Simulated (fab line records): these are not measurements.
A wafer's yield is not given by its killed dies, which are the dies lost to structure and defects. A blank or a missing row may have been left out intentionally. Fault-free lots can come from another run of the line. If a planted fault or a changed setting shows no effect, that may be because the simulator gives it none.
Comparing a struck lot with a sound one || flow gf180mcu || 15 steps out of a route of 602
Sound: these wafers, L157.1, L157.4, L157.5. Wafers L160.1, L160.2, L160.3 were the ones struck. The cause is given at the end.
For every step that has rows: the tool of each side, followed by ch and its chambers, followed by its first start. Under that, the readings that differ: sound wafers || struck wafers || difference of the means || sigmas: that difference in standard deviations of wafers without a fault.
alike: same words and numbers on both sides, and readings whose means sit less than 2 such deviations apart. not compared: any withheld reading, any reading some wafer has no value for, any bound like >300 that may hide the same value, and any number with overlapping values for which the record gives no deviation.
Wherever a step has rows on one side only, a row that says differs or no value, or a row with sigmas, the two part there. When numbers do not overlap yet have no deviation, they are printed without sigmas and do not part them. Lack of a reading on every wafer of one side parts them only where that side has two or more wafers.

first, 4 steps without rows for these wafers: GF_V3_STRIP_19 (strips in post etch residue remover, time 1200 s); GF_V3_CLEAN_20 (cleans in DIW); GF_V3_SPUTTER_21 (material Ti, target thk 15 nm, time 80.02 s); GF_V3_SPUTTER_22 (material TiN, target thk 10 nm, time 40 s).
GF_V3_CVD_23: deposits W, target thk 350 nm, time 104.9 s.
  sound on cvd w-02 ch 0,1, day 25 19:57; struck on cvd w-01 ch 0,1, day 26 17:45
  alike: heater power w, susceptor temp C
  not compared: since wet clean h
GF_V3_RS_MEAS_24: the measuring method here is four-point-probe.
  sound: film metro-03 at day 25 20:04; struck: film metro-01 at day 26 17:52
  alike: V3_W_RS
GF_V3_THK_MEAS_25: measures by xrf.
  sound: film metro-03 at day 25 20:11; struck: film metro-01 at day 26 17:59
  alike: V3_W_THK
GF_V3_CMP_26: polishes, stops on SiO2, t overpolish 15 s, target thk 0 nm.
  sound on cmp-02 ch 0,1,3, day 25 20:21; struck on cmp-02 ch 0,1,3, day 26 18:02
  alike: motor current A, overpolish run s, time to endpoint s
GF_M4_SPUTTER_00: material Ti, target thk 37.5 nm, time 150 s.
  sound: pvd sputter-03 at day 25 20:33; struck: pvd sputter-02 at day 26 18:20
  alike: cathode dc power W, chamber pressure pa, throttle valve pct
then, 1 step without rows for these wafers: GF_M4_SPUTTER_01 (material TiN, target thk 30 nm, time 25 s).
GF_M4_SPUTTER_02: material AlCu, target thk 450 nm, time 23.9 s.
  sound: pvd sputter-03 at day 25 20:41; struck: pvd sputter-02 at day 26 18:28
  alike: cathode dc power W, chamber pressure pa, throttle valve pct
GF_M4_SPUTTER_03: material Ti, target thk 10 nm, time 6.7 s.
  sound: pvd sputter-03 at day 25 20:43; struck: pvd sputter-02 at day 26 18:30
  alike: cathode dc power W, chamber pressure pa, throttle valve pct
GF_M4_SPUTTER_04: material TiN, target thk 50 nm, time 41.7 s.
  sound: pvd sputter-03 at day 25 20:44; struck: pvd sputter-02 at day 26 18:31
  no value came back on the struck wafers for cathode dc power W (W), chamber pressure pa (Pa), throttle valve pct (%); on the sound wafers cathode dc power W (W) reads 6500.7 6499.7 6501.7
GF_M4_THK_MEAS_06: measures by xrf.
  sound: film metro-04 at day 25 20:53; struck: film metro-01 at day 26 18:41
{"reading": "M4_ALCU_THK (nm)", "sound": "443 446 443", "struck": "497 498 501", "difference": "+55", "sigmas": "+9"}
then, 1 step without rows for these wafers: GF_M4_DEHYDRATE_07 (time 60 s).

WHERE THEY PART
Earliest at GF_M4_SPUTTER_04; latest, in this record, at GF_M4_THK_MEAS_06.

WHY: what had been put in by the simulator
Entire step skipped (pvd sputter-02, GF_M4_SPUTTER_04), from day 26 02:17 onward. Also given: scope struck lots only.
